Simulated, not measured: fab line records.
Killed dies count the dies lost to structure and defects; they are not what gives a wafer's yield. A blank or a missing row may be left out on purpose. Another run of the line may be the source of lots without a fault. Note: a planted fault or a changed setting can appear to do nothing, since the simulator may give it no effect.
One fault through the eyes of 2 desks :: flow sky130 :: only its own numbers are on each desk; what lay behind them is given at the end

## FROM THE METROLOGY DESK
What the gauges read for every lot (on any tool): the sampled wafers with a number, averaged. The brackets show how far a lot's mean lies from the usual mean; more than 4 standard deviations puts the lot out of limits, marked OUT.
Columns: A = SONOS_ONO_CVD_02_THK at SKY_SONOS_ONO_THK_MEAS_03, usual 10.52 nm; B = LDD_N_OVL at SKY_LDD_N_OVL_MEAS_07, usual 0.4 nm
lot: L624
first seen here: day 12 18:39
A: 10.54
B: 1.3

lot: L627
first seen here: day 13 16:32
A: 10.42
B: 0.5

lot: L626
first seen here: day 13 17:35
A: 10.56
B: 0.3

lot: L628
first seen here: day 14 08:35
A: 10.69
B: -1.7

lot: L630
first seen here: day 14 22:32
A: 10.39
B: 1.6

lot: L633
first seen here: day 15 05:56
A: 10.38
B: -1.1

lot: L640
first seen here: day 17 03:03
A: 10.46
B: 0.8

lot: L641
first seen here: day 17 15:53
A: 10.55
B: 0.5

lot: L642
first seen here: day 17 22:44
A: 10.56
B: -1.7

lot: L644
first seen here: day 18 09:00
A: 10.46
B: 1.5

lot: L645
first seen here: day 18 16:56
A: 10.72
B: 2.5

lot: L647
first seen here: day 19 09:55
A: 10.67
B: 1.7
This desk's finding: nothing out of limits on any of the 12 lots.

## DESK OF THE TOOL OWNER: plasma-asher-01
The tool's own readings at SKY_LDD_LDN_STRIP_12 (strips in O2/N2): means of the sampled wafers that have a number, for each lot that ran on this tool. The brackets show how far a lot's mean lies from the usual mean; more than 4 standard deviations puts the lot out of limits, marked OUT.
Columns: A = drypump-motor-current-A at SKY_LDD_LDN_STRIP_12, usual 5.5 A; B = o2-flow-sccm at SKY_LDD_LDN_STRIP_12, usual 3001 sccm; C = oes-product-au at SKY_LDD_LDN_STRIP_12, usual 0.716 a.u.; D = strip-time-to-endpoint-s at SKY_LDD_LDN_STRIP_12, usual 14.16 s
lot: L624
first seen here: day 24 09:23
A: 5.6
B: 3004
C: 0.714
D: 14.20

lot: L626
first seen here: day 25 12:29
A: 5.5
B: 3005
C: 0.720
D: 14.11

lot: L630
first seen here: day 26 15:47
A: 5.9
B: 3005
C: 0.945 (+57) OUT
D: -

lot: L641
first seen here: day 29 11:07
A: 5.9
B: 3009
C: 0.718
D: 14.10

lot: L644
first seen here: day 29 20:02
A: 6.2
B: 3019
C: 0.719
D: 14.22

lot: L645
first seen here: day 30 09:17
A: 5.6
B: 3000
C: 0.717
D: 14.08

lot: L647
first seen here: day 30 19:08
A: 5.6
B: 3001
C: 0.716
D: 14.18
Finding of this desk: L630 out of limits; the first was L630 at day 26 15:47, on oes-product-au at SKY_LDD_LDN_STRIP_12. L624, L626, L641, L644, L645, L647: within limits.

## TAKEN TOGETHER
An alarm could have come from the tool owner's desk at day 26 15:47, on L630.
Metrology desk: nothing out of limits seen.
The metrology desk has L630 on record, within its limits.
SKY_LDD_LDN_STRIP_12 was run on plasma-asher-01 by each of the lots named.

## WHAT THE SIMULATOR HAD PUT IN
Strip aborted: plasma-asher-01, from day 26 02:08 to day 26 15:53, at SKY_LDD_LDN_STRIP_12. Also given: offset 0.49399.
Shown lots that were struck: L630.
Hours from the fault's start to each desk's first reading out of limits: the tool owner's desk, 14.
